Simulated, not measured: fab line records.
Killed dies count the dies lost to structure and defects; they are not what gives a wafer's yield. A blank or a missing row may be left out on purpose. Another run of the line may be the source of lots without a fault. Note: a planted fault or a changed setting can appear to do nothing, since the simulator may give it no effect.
fab line records -- flow sky130
record: lots: 6, wafers: 18, lastDay: 50
route steps=708 shown VIA3@585 METAL4@598 PAD_OPEN@708
lots that met no fault: from a run of the same line without faults
startH: the number of hours between the record's first day and the start of the first shown wafer of the lot -- waitH: hours since the lot's step before -- " same as the row above -- L1.1+2: several wafers, shown together as one row -- - either no value or no given start -- * or withheld: withheld -- < > ~ a bound
route shown NAME@n: NAME is a module with steps in the file, n the number in the route of the first one -- usual: mean and standard deviation over wafers with no fault -- same: alike in all rows -- chamber/n: place in a boat -- sites: per-site readings -- _std_site: standard deviation across them -- _edge_site: inner sites' mean taken away from outer sites' mean -- radiusMm: how far each site lies from the wafer's centre -- mask NAME#n: copy n -- behind: the most recent tool/chamber to have shaped the wafer -- hold: why the lot was held/for how many hours/how that ended -- device: the n, p or np transistor that did not switch -- end of line: tests run on the same wafers once the route is complete -- a step given without rows: its recipe and nothing more -- killed: dies that structure and defects cost at the first sort, which is not the same as the wafer's yield -- map: dies across one wafer; x = killed, . = not, _ = none there
set.NAME: setting as actually run; set.NAME@STEP: the setting as run at that earlier step -- model.NAME: the simulator's own value behind a step, which no gauge read
lots at some steps of the route; a table a step, a row a wafer
services: when a tool's chamber went out of use (startH, in hours from the record's first day, below 0 if earlier), for how many hours, and the reason
== steps ==
step: SKY_VIA3_CD_MEAS_12
recipe: targetCdNm: 200
usual: cdNm: 200.1/1.4
lot.wafer,tool,chamber,startH,waitH,cdNm
L612.2,cdSem-01,-,944.97,-,201.1
L612.4,cdSem-01,-,944.97,-,201.4
L612.5,cdSem-01,-,944.97,-,200.1
L617.2,cdSem-02,-,1004.23,-,198.1
L617.3,cdSem-02,-,1004.23,-,198.4
L617.6,cdSem-02,-,1004.23,-,199.6
L623.1,cdSem-02,-,1027.51,-,202.4
L623.2,cdSem-02,-,1027.51,-,202.0
L623.4,cdSem-02,-,1027.51,-,202.0
L622.3,cdSem-01,-,1035.80,-,199.5
L622.4,cdSem-01,-,1035.80,-,200.2
L622.6,cdSem-01,-,1035.80,-,198.4
L624.2,cdSem-01,-,1047.47,-,200.6
L624.4,cdSem-01,-,1047.47,-,200.4
L624.5,cdSem-01,-,1047.47,-,199.4
L631.2,cdSem-01,-,1073.46,-,198.8
L631.5,cdSem-01,-,1073.46,-,199.1
L631.6,cdSem-01,-,1073.46,-,198.3
step: SKY_VIA3_OVL_MEAS_13
usual: VIA3_OVL: -3/5.9
lot.wafer,tool,chamber,startH,waitH,VIA3_OVL[nm]
L612.2,overlay-01,-,945.07,0.1,2
L612.4,overlay-01,-,945.07,0.1,-2
L612.5,overlay-01,-,945.07,0.1,-10
L617.2,overlay-02,-,1004.34,0.1,-3
L617.3,overlay-02,-,1004.34,0.1,-1
L617.6,overlay-02,-,1004.34,0.1,-5
L623.1,overlay-02,-,1027.63,0.1,-8
L623.2,overlay-02,-,1027.63,0.1,-1
L623.4,overlay-02,-,1027.63,0.1,-3
L622.3,overlay-01,-,1035.89,0.1,2
L622.4,overlay-01,-,1035.89,0.1,0
L622.6,overlay-01,-,1035.89,0.1,-5
L624.2,overlay-01,-,1047.58,0.1,2
L624.4,overlay-01,-,1047.58,0.1,-4
L624.5,overlay-01,-,1047.58,0.1,6
L631.2,overlay-01,-,1073.56,0.1,-1
L631.5,overlay-01,-,1073.56,0.1,7
L631.6,overlay-01,-,1073.56,0.1,-5
step: SKY_VIA3_ETCH_14
recipe: chemistry: N2/H2, target: BARC, ionEnergyEv: 200, sourceW: 500, biasW: 100, pressureMtorr: 30, n2FlowSccm: 100, h2FlowSccm: 200, stopOn: SiO2, timeS: 45.9, targetDepthA: 600
step: SKY_VIA3_ETCH_15
recipe: target: SiO2, chemistry: C4F8/O2/Ar, targetDepthNm: 507, stopOn: TiN, maskMaterial: KrF-thick, sourceW: 1500, biasW: 1200, pressureMtorr: 40, c4f8FlowSccm: withheld, O2_flow_sccm: 6, Ar_flow_sccm: 300, timeS: 78
usual: oesProductAu: 0.945/0.0049, rfFwdPowerW: 1488/5.4
lot.wafer,tool,chamber,startH,waitH,oesProductAu,rfFwdPowerW,rfHoursCounterH
L612.2,rieDiel-01,0,945.15,0.0,0.950,1488,17
L612.4,rieDiel-01,1,945.15,0.0,0.958,1484,21
L612.5,rieDiel-01,2,945.15,0.0,0.950,1491,-
L617.2,rieDiel-04,2,1004.41,0.0,0.945,1486,8
L617.3,rieDiel-04,1,1004.41,0.0,0.942,1485,12
L617.6,rieDiel-04,0,1004.41,0.0,0.944,1481,-
L623.1,rieDiel-01,2,1027.71,0.0,0.942,1503,27
L623.2,rieDiel-01,3,1027.71,0.0,0.947,1491,16
L623.4,rieDiel-01,1,1027.71,0.0,0.942,1489,24
L622.3,rieDiel-03,2,1035.96,0.0,0.940,1492,2
L622.4,rieDiel-03,0,1035.96,0.0,0.949,1477,25
L622.6,rieDiel-03,0,1035.96,0.0,0.936,1481,-
L624.2,rieDiel-01,0,1047.65,0.0,0.941,1485,20
L624.4,rieDiel-01,2,1047.65,0.0,0.947,1487,27
L624.5,rieDiel-01,0,1047.65,0.0,0.948,1486,-
L631.2,rieDiel-04,0,1073.64,0.0,0.938,1481,15
L631.5,rieDiel-04,2,1073.64,0.0,0.952,1482,-
L631.6,rieDiel-04,0,1073.64,0.0,0.949,1489,-
step: SKY_VIA3_STRIP_16
recipe: chemistry: O2/N2, powerW: 1400, pressureMtorr: 1500, platenTempC: withheld, o2FlowSccm: 3000, n2FlowSccm: 300, overashFraction: 0.5
usual: drypumpMotorCurrentA: 5.47/0.21, oesProductAu: 0.402/0.0049, stripTimeToEndpointS: 4.125/0.028
lot.wafer,tool,chamber,startH,waitH,drypumpMotorCurrentA,oesProductAu,rfHoursCounterH,stripTimeToEndpointS
L612.2,plasmaAsher-03,1,945.21,0.0,5.41,0.403,112,4.134
L612.4,plasmaAsher-03,0,945.21,0.0,5.04,0.397,-,4.131
L612.5,plasmaAsher-03,1,945.21,0.0,5.38,0.407,-,4.115
L617.2,plasmaAsher-01,1,1004.47,0.0,5.71,0.398,79,4.133
L617.3,plasmaAsher-01,1,1004.47,0.0,5.67,0.403,-,4.153
L617.6,plasmaAsher-01,1,1004.47,0.0,5.69,0.400,-,4.156
L623.1,plasmaAsher-01,0,1027.77,0.0,5.37,0.400,82,4.078
L623.2,plasmaAsher-01,1,1027.77,0.0,5.67,0.410,82,4.109
L623.4,plasmaAsher-01,1,1027.77,0.0,5.68,0.395,-,4.145
L622.3,plasmaAsher-03,1,1036.05,0.1,5.37,0.404,-,4.149
L622.4,plasmaAsher-03,0,1036.05,0.1,5.03,0.408,-,4.176
L622.6,plasmaAsher-03,1,1036.05,0.1,5.36,0.406,-,4.180
L624.2,plasmaAsher-02,1,1047.71,0.0,5.43,0.401,70,4.161
L624.4,plasmaAsher-02,0,1047.71,0.0,5.71,0.402,-,4.127
L624.5,plasmaAsher-02,1,1047.71,0.0,5.42,0.407,-,4.156
L631.2,plasmaAsher-03,0,1073.70,0.0,5.02,0.402,1,4.145
L631.5,plasmaAsher-03,1,1073.70,0.0,5.37,0.399,-,4.105
L631.6,plasmaAsher-03,0,1073.70,0.0,5.01,0.404,-,4.172
step: SKY_VIA3_STRIP_17
recipe: chemistry: postEtchResidueRemover, timeS: 1200, tempC: 72.5
step: SKY_VIA3_CLEAN_18
recipe: chemistry: IPA, timeS: 180, tempC: 25
step: SKY_VIA3_CLEAN_19
recipe: chemistry: O3/DIW, dry: n2Spin
step: SKY_VIA3_SPUTTER_20
recipe: material: TiN, targetThkNm: 20, chamberPressurePa: 5, powerW: 4000, timeS: 80
usual: throttleValvePct: 29.9/1.1
lot.wafer,tool,chamber,startH,waitH,throttleValvePct
L612.2,pvdSputter-04,-,945.81,0.0,31.2
L612.4,pvdSputter-04,-,945.81,0.0,29.6
L612.5,pvdSputter-04,-,945.81,0.0,31.3
L617.2,pvdSputter-02,-,1005.09,0.0,29.9
L617.3,pvdSputter-02,-,1005.09,0.0,32.1
L617.6,pvdSputter-02,-,1005.09,0.0,31.1
L623.1,pvdSputter-01,-,1028.36,0.0,28.7
L623.2,pvdSputter-01,-,1028.36,0.0,29.2
L623.4,pvdSputter-01,-,1028.36,0.0,28.1
L622.3,pvdSputter-04,-,1036.61,0.0,29.6
L622.4,pvdSputter-04,-,1036.61,0.0,30.9
L622.6,pvdSputter-04,-,1036.61,0.0,29.4
L624.2,pvdSputter-01,-,1048.30,0.0,29.3
L624.4,pvdSputter-01,-,1048.30,0.0,28.7
L624.5,pvdSputter-01,-,1048.30,0.0,29.2
L631.2,pvdSputter-04,-,1074.43,0.0,29.7
L631.5,pvdSputter-04,-,1074.43,0.0,29.2
L631.6,pvdSputter-04,-,1074.43,0.0,31.0
step: SKY_VIA3_CVD_21
recipe: material: W, targetThkNm: 390, timeS: 117.31, tempC: 400, pressureTorr: 40
usual: chamberPressureTorr: 40.00/0.081, heaterPowerOuterW: 530/44, heaterPowerW: 853/52
lot.wafer,tool,chamber,startH,waitH,chamberPressureTorr,heaterPowerOuterW,heaterPowerW
L612.2,cvdW-01,0,945.87,0.0,39.94,592,906
L612.4,cvdW-01,0,945.87,0.0,40.18,590,899
L612.5,cvdW-01,0,945.87,0.0,39.95,575,913
L617.2,cvdW-02,1,1005.15,0.0,39.93,473,819
L617.3,cvdW-02,1,1005.15,0.0,40.04,471,830
L617.6,cvdW-02,1,1005.15,0.0,39.97,470,812
L623.1,cvdW-01,1,1028.42,0.0,40.04,528,822
L623.2,cvdW-01,0,1028.42,0.0,39.97,586,924
L623.4,cvdW-01,0,1028.42,0.0,40.08,582,918
L622.3,cvdW-01,0,1036.71,0.1,40.04,592,929
L622.4,cvdW-01,1,1036.71,0.1,39.95,503,846
L622.6,cvdW-01,1,1036.71,0.1,40.03,501,832
L624.2,cvdW-01,1,1048.37,0.0,39.99,497,844
L624.4,cvdW-01,1,1048.37,0.0,40.01,512,848
L624.5,cvdW-01,1,1048.37,0.0,39.97,499,861
L631.2,cvdW-01,0,1074.49,0.0,40.02,579,905
L631.5,cvdW-01,0,1074.49,0.0,40.16,596,898
L631.6,cvdW-01,1,1074.49,0.0,39.88,514,841
step: SKY_VIA3_RS_MEAS_22
recipe: thkMeasGauge: four-point-probe, reads: W_of_VIA3_CVD_21+TiN_of_VIA3_SPUTTER_20
usual: VIA3_W_RS: 0.296/0.0032
lot.wafer,tool,chamber,startH,waitH,VIA3_W_RS[ohm/sq]
L612.2,filmMetro-03,-,946.01,0.1,0.301
L612.4,filmMetro-03,-,946.01,0.1,0.294
L612.5,filmMetro-03,-,946.01,0.1,0.298
L617.2,filmMetro-04,-,1005.30,0.1,0.297
L617.3,filmMetro-04,-,1005.30,0.1,0.298
L617.6,filmMetro-04,-,1005.30,0.1,0.295
L623.1,filmMetro-04,-,1028.54,0.1,0.296
L623.2,filmMetro-04,-,1028.54,0.1,0.297
L623.4,filmMetro-04,-,1028.54,0.1,0.296
L622.3,filmMetro-01,-,1036.83,0.1,0.299
L622.4,filmMetro-01,-,1036.83,0.1,0.296
L622.6,filmMetro-01,-,1036.83,0.1,0.298
L624.2,filmMetro-03,-,1048.51,0.1,0.295
L624.4,filmMetro-03,-,1048.51,0.1,0.294
L624.5,filmMetro-03,-,1048.51,0.1,0.300
L631.2,filmMetro-04,-,1074.63,0.1,0.293
L631.5,filmMetro-04,-,1074.63,0.1,0.292
L631.6,filmMetro-04,-,1074.63,0.1,0.294
step: SKY_VIA3_THK_MEAS_23
recipe: thkMeasGauge: xrf, reads: W_of_VIA3_CVD_21
usual: VIA3_W_THK: 395/6.5
lot.wafer,tool,chamber,startH,waitH,VIA3_W_THK[nm]
L612.2,filmMetro-03,-,946.12,0.1,383
L612.4,filmMetro-03,-,946.12,0.1,393
L612.5,filmMetro-03,-,946.12,0.1,388
L617.2,filmMetro-04,-,1005.41,0.1,395
L617.3,filmMetro-04,-,1005.41,0.1,392
L617.6,filmMetro-04,-,1005.41,0.1,397
L623.1,filmMetro-04,-,1028.66,0.1,393
L623.2,filmMetro-04,-,1028.66,0.1,394
L623.4,filmMetro-04,-,1028.66,0.1,394
L622.3,filmMetro-01,-,1036.93,0.1,389
L622.4,filmMetro-01,-,1036.93,0.1,391
L622.6,filmMetro-01,-,1036.93,0.1,391
L624.2,filmMetro-03,-,1048.62,0.1,393
L624.4,filmMetro-03,-,1048.62,0.1,393
L624.5,filmMetro-03,-,1048.62,0.1,385
L631.2,filmMetro-04,-,1074.74,0.1,403
L631.5,filmMetro-04,-,1074.74,0.1,406
L631.6,filmMetro-04,-,1074.74,0.1,404
step: SKY_VIA3_CMP_24
recipe: stopOn: SiO2, tOverpolishS: 20, downForcePsi: 3.5, platenRpm: 60, targetThkNm: 0, padVelocityMS: 0.94248
usual: motorCurrentA: 11.1/1.4, overpolishRunS: 20.000/0.0091, platenRpm: 60.00/0.043, retainingRingPressureFrac: 1.000/0.0049, timeToEndpointS: 93/4.9
same: tOverpolishS: 20
lot.wafer,tool,chamber,startH,waitH,motorCurrentA,overpolishRunS,platenRpm,retainingRingPressureFrac,timeToEndpointS
L612.2,cmp-02,2,946.22,0.1,9.5,19.999,60.06,1.008,84
L612.4,cmp-02,3,946.22,0.1,12.2,19.984,60.09,1.009,94
L612.5,cmp-02,1,946.22,0.1,11.6,19.987,59.96,0.996,86
L617.3,cmp-01,1,1005.46,0.0,14.0,19.991,59.94,0.999,96
L617.2,cmp-01,0,1005.46,0.0,10.4,19.999,59.96,1.007,95
L617.6,cmp-01,2,1005.46,0.0,10.8,20.017,60.05,1.000,92
L623.4,cmp-02,3,1028.72,0.0,12.8,20.001,54.00,0.998,116
L623.2,cmp-02,0,1028.72,0.0,10.8,19.993,54.00,1.002,107
L623.1,cmp-02,2,1028.72,0.0,9.5,19.990,53.97,1.002,105
L622.3,cmp-02,3,1036.97,0.0,12.0,19.993,54.03,1.007,117
L622.4,cmp-02,2,1036.97,0.0,9.4,20.003,53.97,0.999,104
L622.6,cmp-02,3,1036.97,0.0,12.9,20.015,54.04,1.009,117
L624.2,cmp-01,1,1048.77,0.1,12.9,20.000,59.98,0.995,90
L624.4,cmp-01,2,1048.77,0.1,11.2,19.997,60.03,0.995,88
L624.5,cmp-01,0,1048.77,0.1,10.6,19.990,60.02,1.002,90
L631.2,cmp-01,3,1074.94,0.2,9.3,20.008,60.00,1.001,88
L631.6,cmp-01,0,1074.94,0.2,9.8,20.013,60.00,1.004,90
L631.5,cmp-01,1,1074.94,0.2,13.2,19.996,60.00,0.997,87
step: SKY_METAL4_SPUTTER_00
recipe: material: Ti, targetThkNm: 15, powerW: 3000, timeS: 10, chamberPressurePa: 0.4
usual: throttleValvePct: 29.5/0.87
lot.wafer,tool,chamber,startH,waitH,throttleValvePct
L612.2,pvdSputter-03,-,946.47,0.2,30.3
L612.4,pvdSputter-03,-,946.47,0.2,29.3
L612.5,pvdSputter-03,-,946.47,0.2,30.2
L617.2,pvdSputter-01,-,1005.76,0.1,29.2
L617.3,pvdSputter-01,-,1005.76,0.1,29.4
L617.6,pvdSputter-01,-,1005.76,0.1,29.2
L623.1,pvdSputter-01,-,1029.02,0.1,28.5
L623.2,pvdSputter-01,-,1029.02,0.1,29.3
L623.4,pvdSputter-01,-,1029.02,0.1,29.2
L622.3,pvdSputter-01,-,1037.27,0.2,29.5
L622.4,pvdSputter-01,-,1037.27,0.2,27.9
L622.6,pvdSputter-01,-,1037.27,0.2,28.1
L624.2,pvdSputter-03,-,1048.97,0.1,30.1
L624.4,pvdSputter-03,-,1048.97,0.1,30.4
L624.5,pvdSputter-03,-,1048.97,0.1,30.5
L631.2,pvdSputter-04,-,1075.09,0.1,30.5
L631.5,pvdSputter-04,-,1075.09,0.1,30.2
L631.6,pvdSputter-04,-,1075.09,0.1,29.5
step: SKY_PAD_OPEN_PROBE_99
usual: defectLimitedYield: 82.4/1.8, killed_at_M0_to_M3: 44/6.4, killed_at_M4_up: 3.6/2.1, killedAtContacts: 23/5.1, killedAtFrontEnd: 15/4.3, killedAtOther: 0.3/0.56, killedDies: 86/9, killedOpen: 47/6.4, killedShort: 39/5.8, sort_bin_3_pad_short: 0.8/0.46, sort_bin_5_function: 10.4/1.4, sort_bin_6_memory: 6.4/1.1, sortNPass: 406/9, sortYieldPct: 82.4/1.8
same: grossDies: 492, killedAtBackSide: 0, sort_bin_4_leakage[%]: 0, sort_bin_8_speed[%]: 0
lot.wafer,tool,chamber,startH,waitH,defectLimitedYield[%],killed_at_M0_to_M3,killed_at_M4_up,killedAtContacts,killedAtFrontEnd,killedAtOther,killedDies,killedOpen,killedShort,sort_bin_3_pad_short[%],sort_bin_5_function[%],sort_bin_6_memory[%],sortNPass,sortYieldPct[%]
L617.2,prober-02,-,1129.92,0.1,83.9,33,2,22,22,0,79,43,36,0.6,11.4,4.1,413,83.9
L617.3,prober-02,-,1129.97,0.2,84.8,37,0,23,14,1,75,40,35,0.6,9.1,5.5,417,84.8
L617.6,prober-02,-,1130.12,0.2,81.1,42,2,23,26,0,93,50,43,1.4,10.8,6.7,399,81.1
L623.1,prober-01,-,1153.97,0.1,82.9,47,4,20,12,1,84,52,32,0.4,10.8,5.9,408,82.9
L623.2,prober-01,-,1154.02,0.1,80.1,49,9,29,11,0,98,45,53,1.4,10.4,8.1,394,80.1
L623.4,prober-01,-,1154.12,0.2,82.9,41,3,26,14,0,84,42,42,0.8,10.4,5.9,408,82.9
L622.3,prober-01,-,1156.92,0.2,84.3,36,2,20,18,1,77,49,28,0.4,8.5,6.7,415,84.3
L622.4,prober-01,-,1156.97,0.2,81.3,40,6,23,23,0,92,56,36,0.8,10.8,7.1,400,81.3
L622.6,prober-01,-,1157.07,0.2,83.9,37,1,28,12,1,79,46,32,0.4,7.7,7.9,413,83.9
L624.2,prober-02,-,1171.24,0.1,85.4,36,3,20,13,0,72,39,31,0.8,7.5,6.3,420,85.4
L624.4,prober-02,-,1171.34,0.2,82.7,44,1,27,13,0,85,56,28,1.6,11.4,4.3,407,82.7
L624.5,prober-02,-,1171.39,0.2,82.9,43,2,24,15,0,84,45,38,1.2,10.2,5.7,408,82.9
killed by level:class
L617.2 VIA1:geometricParticle:open=12 CONTACT:geometricParticle:open=9 POLY_GATE:geometricParticle:open=7 POLY_GATE:geometricParticle:short=7 VIA3:geometricParticle:open=5 METAL1:geometricParticle:short=5 LI_CONTACT:geometricParticle:open=5 METAL3:geometricParticle:short=5
L617.3 CONTACT:geometricParticle:open=8 VIA1:geometricParticle:open=7 LI_CONTACT:geometricParticle:open=6 METAL1:geometricParticle:short=6 VIA3:geometricParticle:open=6 CONTACT:geometricParticle:short=5 VIA1:geometricParticle:short=4 METAL2:geometricParticle:short=4
L617.6 VIA1:geometricParticle:open=13 POLY_GATE:geometricParticle:short=8 CONTACT:geometricParticle:open=8 FIELD_ISO:geometricParticle:short=7 LI_CONTACT:geometricParticle:open=6 CONTACT:geometricParticle:short=6 FIELD_ISO:geometricParticle:open=5 VIA3:geometricParticle:open=5
L623.1 VIA1:geometricParticle:open=13 VIA3:geometricParticle:open=9 LI_CONTACT:geometricParticle:open=8 CONTACT:geometricParticle:open=8 METAL2:geometricParticle:short=7 FIELD_ISO:geometricParticle:short=5 VIA1:geometricParticle:short=5 FIELD_ISO:geometricParticle:open=3
L623.2 VIA1:geometricParticle:open=12 LI_CONTACT:geometricParticle:open=11 CONTACT:geometricParticle:open=9 VIA1:geometricParticle:short=9 METAL4:geometricParticle:short=9 METAL2:geometricParticle:short=8 VIA2:geometricParticle:short=4 CONTACT:geometricParticle:short=4
L623.4 CONTACT:geometricParticle:open=8 VIA3:geometricParticle:open=7 METAL2:geometricParticle:short=6 VIA1:geometricParticle:open=6 LI_CONTACT:geometricParticle:open=5 CONTACT:geometricParticle:short=5 POLY_GATE:geometricParticle:short=4 LI_CONTACT:geometricParticle:short=4
L622.3 VIA1:geometricParticle:open=9 VIA2:geometricParticle:open=9 LI_CONTACT:geometricParticle:open=6 POLY_GATE:geometricParticle:short=5 VIA3:geometricParticle:open=5 FIELD_ISO:geometricParticle:open=4 CONTACT:geometricParticle:open=4 LOCAL_INTERCONNECT:geometricParticle:open=4
L622.4 VIA1:geometricParticle:open=14 LI_CONTACT:geometricParticle:open=8 CONTACT:geometricParticle:open=8 VIA2:geometricParticle:open=7 FIELD_ISO:geometricParticle:open=6 POLY_GATE:geometricParticle:short=5 VIA3:geometricParticle:open=5 METAL4:geometricParticle:short=4
L622.6 LI_CONTACT:geometricParticle:open=13 CONTACT:geometricParticle:open=6 VIA1:geometricParticle:open=6 METAL2:geometricParticle:short=6 VIA3:geometricParticle:open=6 FIELD_ISO:geometricParticle:open=4 LOCAL_INTERCONNECT:geometricParticle:short=4 VIA1:geometricParticle:short=4
L624.2 CONTACT:geometricParticle:open=10 METAL1:geometricParticle:short=6 VIA3:geometricParticle:open=6 FIELD_ISO:geometricParticle:short=5 VIA1:geometricParticle:open=5 VIA1:geometricParticle:short=5 METAL1:geometricParticle:open=4 LI_CONTACT:geometricParticle:open=3
L624.4 CONTACT:geometricParticle:open=13 VIA1:geometricParticle:open=12 VIA3:geometricParticle:open=8 LOCAL_INTERCONNECT:geometricParticle:short=7 VIA2:geometricParticle:open=7 FIELD_ISO:geometricParticle:open=6 VIA1:geometricParticle:short=5 CONTACT:geometricParticle:short=3
L624.5 LI_CONTACT:geometricParticle:open=10 VIA1:geometricParticle:open=8 FIELD_ISO:geometricParticle:short=6 METAL2:geometricParticle:short=6 CONTACT:geometricParticle:open=6 METAL1:geometricParticle:short=6 VIA2:geometricParticle:open=5 VIA2:geometricParticle:short=5
== services ==
tool,chamber,startH,hours,kind
cmp-01,-,924.35,-,consumableReplace:conditioner
cmp-01,-,924.35,-,consumableReplace:pad
cvdW-01,-,938.12,2.8,pm
rieDiel-03,-,942.13,2.0,repair
plasmaAsher-02,-,947.48,2.5,repair
cmp-01,-,958.90,0.5,repair
cmp-02,-,960.41,1.6,repair
cmp-02,-,985.09,2.3,repair
plasmaAsher-03,-,1002.60,15.6,pm
rieDiel-04,0,1005.22,51.0,repair
pvdSputter-02,-,1013.22,1.3,repair
plasmaAsher-03,-,1020.95,8.1,repair
cvdW-02,-,1025.31,6.0,pm
cvdW-01,-,1033.61,0.5,repair
cmp-02,-,1039.13,1.7,repair
cmp-01,-,1040.74,6.9,repair
plasmaAsher-03,-,1047.83,11.6,repair
pvdSputter-03,-,1051.00,1.7,repair
pvdSputter-04,-,1058.00,7.9,repair
plasmaAsher-03,-,1059.46,9.0,pm
plasmaAsher-03,0,1059.46,9.0,ventCycle
rieDiel-04,3,1064.51,36.6,repair
plasmaAsher-02,-,1068.74,48.6,repair
plasmaAsher-02,-,1073.56,2.8,repair
== key ==
firstSign: step: SKY_VIA3_CMP_24, reading: platenRpm, direction: down, sigmas: 99+, usual: 60.00, struck: 54.00
effect: step: SKY_VIA3_CMP_24, reading: timeToEndpointS, direction: up, sigmas: 3.7, usual: *, struck: *
metAt SKY_VIA3_CMP_24
struckWafers L622.3,L622.4,L622.6,L623.1,L623.2,L623.4
onsetBetween 946.22 1028.72
fault: kind: processParameterDrift, tool: cmp-02, chamber: -, onsetH: 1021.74, steps: SKY_VIA3_CMP_24, channel: platenRpm, offset: -6, shape: step, endH: 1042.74, actsIn: theseRecipesOnly, stated: 60
